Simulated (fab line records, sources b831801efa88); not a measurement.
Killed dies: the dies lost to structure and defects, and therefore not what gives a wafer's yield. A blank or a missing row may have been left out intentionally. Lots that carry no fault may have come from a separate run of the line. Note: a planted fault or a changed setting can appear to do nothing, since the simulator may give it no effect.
A lot that was struck, set against a sound lot | flow gf180mcu | 18 steps out of a route of 602
Sound: these wafers, L807.2, L807.3, L807.4. Wafers L822.1, L822.3, L822.6 were the ones struck. The cause comes at the end.
Each step with rows lists, per side, the tool, then ch with its chambers, then its first start. Under that, the readings that differ: sound wafers | struck wafers | difference of the means | sigmas: that difference in standard deviations of wafers without a fault.
alike: readings whose means differ by less than 2 such deviations, and words and numbers that are the same on both sides. not compared: withheld readings, readings that some wafer has no value for, bounds like >300 that may hide the same value, and numbers for which the record gives no deviation and whose values overlap.
Wherever a step has rows on one side only, a row that says differs or no value, or a row with sigmas, the two part there. Non-overlapping numbers with no deviation appear without sigmas and do not part them. A reading missing from all wafers of one side parts the sides only when that side holds two or more wafers.

GF_POLY_GATE_OVL_MEAS_11:
  sound on overlay-01, day 10 02:21; struck on overlay-01, day 14 13:44
  reading            | sound     | struck | difference | sigmas
  POLY_GATE_OVL (nm) | -9 -17 -2 | 1 1 9  | +13        | +2
GF_POLY_GATE_ETCH_12: etches BARC in N2/H2.
  sound on rie-diel-04 ch 0,2,3, day 10 02:23; struck on rie-diel-01 ch 0,1,3, day 14 13:46
  alike: drypump-motor-current-A, oes-product-au, throttle-valve-pct
GF_POLY_GATE_ETCH_13: etches poly-Si in HBr/Cl2, stops on SiO2, target depth 198.5 nm, time 69.6 s.
  sound on rie-si-01 ch 0,1,3, day 10 02:26; struck on rie-si-02 ch 0,2,3, day 14 13:49
  alike: drypump-motor-current-A, oes-product-au, throttle-valve-pct
  not compared: rf-hours-counter-h
GF_POLY_GATE_STRIP_14: strips in O2/N2.
  sound on plasma-asher-03 ch 0,1, day 10 02:29; struck on plasma-asher-03 ch 0,1, day 14 13:53
  alike: drypump-motor-current-A, heater-power-w, oes-product-au
  not compared: rf-hours-counter-h
then, 2 steps without rows for these wafers: GF_POLY_GATE_CLEAN_15 (cleans in SC1/SC2, time 150 s); GF_POLY_GATE_OXIDATION_16 (stabilise 600 s, purge 300 s, target thk 4 nm).
GF_POLY_GATE_THK_MEAS_17:
  sound on film-metro-04, day 10 04:22; struck on film-metro-02, day 14 15:46
  alike: POLY_GATE_OXIDATION_THK
GF_POLY_GATE_CD_MEAS_18:
  sound on cd-sem-02, day 10 04:27; struck on cd-sem-01, day 14 15:49
  alike: cd-nm
then, 4 steps without rows for these wafers: GF_HV_LDD_DEHYDRATE_00 (time 60 s); GF_HV_LDD_HMDS_01 (prime time 60 s); GF_HV_LDD_COAT_02 (resist thk 1000 nm); GF_HV_LDD_SOFTBAKE_03 (time 60 s).
GF_HV_LDD_EXPOSE_04: exposes mask Nplus LV AREA, target cd 400 nm.
  sound on iline-stepper-02 ch 0, day 10 13:44; struck on iline-stepper-02 ch 0, day 15 02:29
  reading              | sound                | struck               | difference | sigmas
  exposure-dose-mJ-cm2 | 139.69 139.92 139.71 | 126.16 126.05 126.12 | -13.66     | -98
  alike: mask
then, 2 steps without rows for these wafers: GF_HV_LDD_PEB_05; GF_HV_LDD_DEVELOP_06 (develop time 60 s).
GF_HV_LDD_CD_MEAS_07: target cd 400 nm.
  sound on cd-sem-02, day 10 22:45; struck on cd-sem-02, day 15 13:13
  reading    | sound             | struck            | difference | sigmas
  cd-nm (nm) | 398.0 398.1 397.6 | 370.1 367.7 369.4 | -28.8      | -12
GF_HV_LDD_OVL_MEAS_08:
  sound on overlay-01, day 10 22:51; struck on overlay-02, day 15 13:20
  alike: HV_LDD_OVL
next, for these wafers, 1 step has no rows: GF_PASSIVATION_PROBE_99.

## WHERE THEY PART
First at GF_POLY_GATE_OVL_MEAS_11; last, within this record, at GF_HV_LDD_CD_MEAS_07. Later steps at which nothing parts them and some readings are alike: GF_HV_LDD_OVL_MEAS_08.

WHY: whatever the simulator had introduced
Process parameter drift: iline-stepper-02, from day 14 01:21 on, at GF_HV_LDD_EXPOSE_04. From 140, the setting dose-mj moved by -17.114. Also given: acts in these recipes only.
